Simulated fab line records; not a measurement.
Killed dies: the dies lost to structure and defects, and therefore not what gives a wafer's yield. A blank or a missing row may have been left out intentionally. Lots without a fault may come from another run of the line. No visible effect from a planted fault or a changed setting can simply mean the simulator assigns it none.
A single fault, viewed from 2 desks || flow sky130 || only its own numbers are on each desk; what lay behind them is given at the end

## AT THE METROLOGY DESK
Lot by lot, what the gauges showed, no matter which tool ran the lot: averages of those sampled wafers that carry a number. Marked OUT: a lot whose mean sits more than 4 standard deviations from the usual mean, which makes it out of limits; the brackets give that distance.
Columns: A = PWDE_OVL at SKY_PWDE_OVL_MEAS_07, usual -0.5 nm; B = VT_ADJUST_LVTN_2_TW at SKY_VT_ADJUST_LVTN_TW_MEAS_21, usual 185.1; C = VT_ADJUST_PCH_OVL at SKY_VT_ADJUST_PCH_OVL_MEAS_07, usual -0.8 nm
{"lot": "L875", "first seen here": "day 3 22:17", "A": 1.1, "B": 185.8, "C": 0.0}
{"lot": "L879", "first seen here": "day 5 01:23", "A": -0.6, "B": 183.7, "C": -0.5}
{"lot": "L881", "first seen here": "day 5 11:42", "A": 0.4, "B": 183.6, "C": -1.1}
{"lot": "L883", "first seen here": "day 5 16:28", "A": -2.6, "B": 185.8, "C": -2.5}
{"lot": "L884", "first seen here": "day 5 22:14", "A": -1.3, "B": 186.6, "C": -1.0}
{"lot": "L885", "first seen here": "day 6 07:10", "A": -1.6, "B": 184.5, "C": -1.1}
{"lot": "L889", "first seen here": "day 7 02:23", "A": -1.8, "B": 185.9, "C": "71.6 (+56) OUT"}
{"lot": "L890", "first seen here": "day 7 05:45", "A": -1.6, "B": 186.2, "C": "70.9 (+55) OUT"}
{"lot": "L891", "first seen here": "day 7 11:47", "A": 1.6, "B": 183.9, "C": "72.0 (+56) OUT"}
{"lot": "L892", "first seen here": "day 7 23:14", "A": 0.8, "B": 185.3, "C": -0.9}
{"lot": "L893", "first seen here": "day 8 06:29", "A": 0.2, "B": 184.9, "C": "71.2 (+55) OUT"}
{"lot": "L898", "first seen here": "day 9 07:35", "A": -0.0, "B": 184.4, "C": -0.9}
This desk finds L889, L890, L891, L893 out of limits, with the earliest case on L889 at day 14 12:26 (VT_ADJUST_PCH_OVL at SKY_VT_ADJUST_PCH_OVL_MEAS_07). In limits: L875, L879, L881, L883, L884, L885, L892, L898.

## TOOL OWNER'S DESK, iline_stepper-01
The tool's own readings at SKY_VT_ADJUST_PCH_EXPOSE_04 (exposes mask NWM, target cd 840 nm): means of the sampled wafers that have a number, for each lot that ran on this tool. Marked OUT: a lot whose mean sits more than 4 standard deviations from the usual mean, which makes it out of limits; the brackets give that distance.
Columns: A = stage_vel_mm_s at SKY_VT_ADJUST_PCH_EXPOSE_04, usual 499.97 mm/s
{"lot": "L881", "first seen here": "day 12 01:51", "A": 500.01}
{"lot": "L883", "first seen here": "day 12 08:25", "A": 500.08}
{"lot": "L884", "first seen here": "day 12 16:14", "A": 500.25}
{"lot": "L885", "first seen here": "day 13 03:13", "A": 500.06}
{"lot": "L889", "first seen here": "day 14 00:35", "A": 499.77}
{"lot": "L890", "first seen here": "day 14 08:09", "A": 500.11}
{"lot": "L891", "first seen here": "day 14 16:38", "A": 499.72}
{"lot": "L893", "first seen here": "day 15 17:07", "A": 499.90}
This desk's finding: nothing out of limits on any of the 8 lots.

## TAKEN TOGETHER
On L889, L890, L891, L893, the metrology desk was in a position to raise an alarm at day 14 12:26.
The tool owner's desk saw nothing out of limits.
The tool owner's desk has L889, L890, L891, L893 on record, within its limits.
Of the lots named, all ran SKY_VT_ADJUST_PCH_EXPOSE_04 on iline_stepper-01.

## WHAT THE SIMULATOR HAD INSERTED
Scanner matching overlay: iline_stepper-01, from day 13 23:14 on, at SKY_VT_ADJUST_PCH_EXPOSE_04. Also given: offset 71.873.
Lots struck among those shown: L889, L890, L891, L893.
Per desk, hours elapsed from the start of the fault to the first reading out of limits: for the metrology desk, 13.
